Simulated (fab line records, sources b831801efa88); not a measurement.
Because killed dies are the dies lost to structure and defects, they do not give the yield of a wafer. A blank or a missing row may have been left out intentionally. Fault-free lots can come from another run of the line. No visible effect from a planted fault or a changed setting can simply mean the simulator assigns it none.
Code-filled problem report in 8D (eight disciplines) form || flow sfqLine || the parts of the form that need people (team, actions taken, sign-off) are left out

## 1. THE ISSUE
Wafers without a fault read 200.1 nm, standard deviation 1; thkNm at SFQ_TRILAYER_I6_METRO_MEASURE_167 reads a mean of 249.0 nm on 2 wafers belonging to 2 lots. That puts it +49 standard deviations away from the usual mean.
The first sign was on wafer L142.6 at day 81 05:26, on filmMetro-01. The record holds 41 wafers of 14 lots with a number at this step. Rule for "out" (also "out of limits"): further than 4 standard deviations from the usual mean. The other wafers with a number count as sound.

## 2. WHAT THIS IS AND IS NOT
{"question": "which readings at this step", "is": "thkNm", "is not": "-"}
{"question": "which lots", "is": "L142, L143", "is not": "L127, L130, L131, L132, L136, L137, L138, L139, L140, L141, L148, L149"}
{"question": "which wafers of those lots", "is": "L142.6, L143.5", "is not": "L142.5, L143.3, L143.4"}
{"question": "read on which tools", "is": "filmMetro-01", "is not": "filmMetro-03, filmMetro-04"}
{"question": "when", "is": "from day 81 05:26", "is not": "up to then (31 sound wafers); but 8 sound wafers of L143, L148, L149 came after"}

## 3. WHAT RULES OUT EACH SUSPECT
Counting: if a tool at a process step up to the reading ran every lot that is out, it stays a suspect. Sound lots after the first of them don't rule it out here, since some wafers of a struck lot are sound.
- rieDiel-03 at SFQ_TRILAYER_I5_BARC_OPEN_VIA_ETCH_200 (etches BARC in O2, target depth 125 nm, time 41.7 s): kept. Ran every lot that is out, first one L142 (day 77 06:37); last sound lot up to then L139 (day 72 19:23).
- rieMetal-01 at SFQ_TRILAYER_M6_ETCH_METAL_ETCH_162 (etches Nb in Cl2/Ar, stops on SiO2, target depth 240 nm, time 120 s): kept. Ran every lot that is out, first one L142 (day 81 00:36); last sound lot up to then L140 (day 79 03:41).
- cmp-01 at SFQ_TRILAYER_I6_CMP_CMP_166 (polishes SiO2): kept. Ran every lot that is out, first one L142 (day 81 03:31); last sound lot up to then L141 (day 73 15:10).
- filmMetro-01 at SFQ_TRILAYER_I6_METRO_MEASURE_167: kept. Ran every lot that is out, first one L142 (day 81 05:26); last sound lot up to then L140 (day 79 08:14). Out on those wafers are its own readings of thkNm.
- Within rieDiel-03 at SFQ_TRILAYER_I5_BARC_OPEN_VIA_ETCH_200: the wafers that are out ran in chamber 3; their sound lot-mates ran in chambers 0, 1.
- Within cmp-01 at SFQ_TRILAYER_I6_CMP_CMP_166: the wafers that are out ran in chamber 2; their sound lot-mates ran in chambers 1, 3.
Left after counting: rieDiel-03 at SFQ_TRILAYER_I5_BARC_OPEN_VIA_ETCH_200, rieMetal-01 at SFQ_TRILAYER_M6_ETCH_METAL_ETCH_162, cmp-01 at SFQ_TRILAYER_I6_CMP_CMP_166, filmMetro-01 at SFQ_TRILAYER_I6_METRO_MEASURE_167.

## 4. THE CAUSE (what the simulator had put in)
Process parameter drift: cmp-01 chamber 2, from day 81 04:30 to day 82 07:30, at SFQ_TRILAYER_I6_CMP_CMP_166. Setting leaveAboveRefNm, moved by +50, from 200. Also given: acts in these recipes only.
Of the 4 suspects that counting leaves, this tool is one.

## 5. THE EFFECT CHAIN, in route order
One row per reading whose mean, taken over the struck wafers that have a number, lies over 3 standard deviations from the usual. Scope: only readings with a usual standard deviation given in the record; hours: median across lots of the time from each lot's start at the first step in this table that gives one to its start at this step; sigmas: change in usual standard deviations.
{"hours": 0, "step": "SFQ_TRILAYER_I6_CMP_CMP_166", "reading": "timeToEndpointS", "usual": "217 s", "on struck wafers": 190, "change": -27, "sigmas": -3.6}
{"hours": 1, "step": "SFQ_TRILAYER_I6_METRO_MEASURE_167", "reading": "thkNm", "usual": "200.1 nm", "on struck wafers": 249.0, "change": "+48.9", "sigmas": "+49"}
{"hours": 33, "step": "SFQ_TRILAYER_I6_VIA_ETCH_VIA_ETCH_172", "reading": "oesProductAu", "usual": "0.855 a.u.", "on struck wafers": 0.968, "change": "+0.113", "sigmas": "+23"}
The process steps in it:
- SFQ_TRILAYER_I6_CMP_CMP_166: polishes SiO2.
- SFQ_TRILAYER_I6_METRO_MEASURE_167
- SFQ_TRILAYER_I6_VIA_ETCH_VIA_ETCH_172: etches SiO2 in CHF3, stops on Nb, target depth 260 nm.

## 6. HOW IT WOULD HAVE BEEN CAUGHT EARLIER
In this record the first reading out of limits was taken at day 81 05:26, 1 hour after the fault began at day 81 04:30.
Of the tool readings at SFQ_TRILAYER_I6_CMP_CMP_166 for which the record gives a usual standard deviation, none was out on any struck wafer, so an alarm limit of 4 standard deviations on them would not have fired.
Lots out: 2; of these, L143 started SFQ_TRILAYER_I6_CMP_CMP_166 on cmp-01 after day 81 05:26. Holding the tool at that time would have saved it.
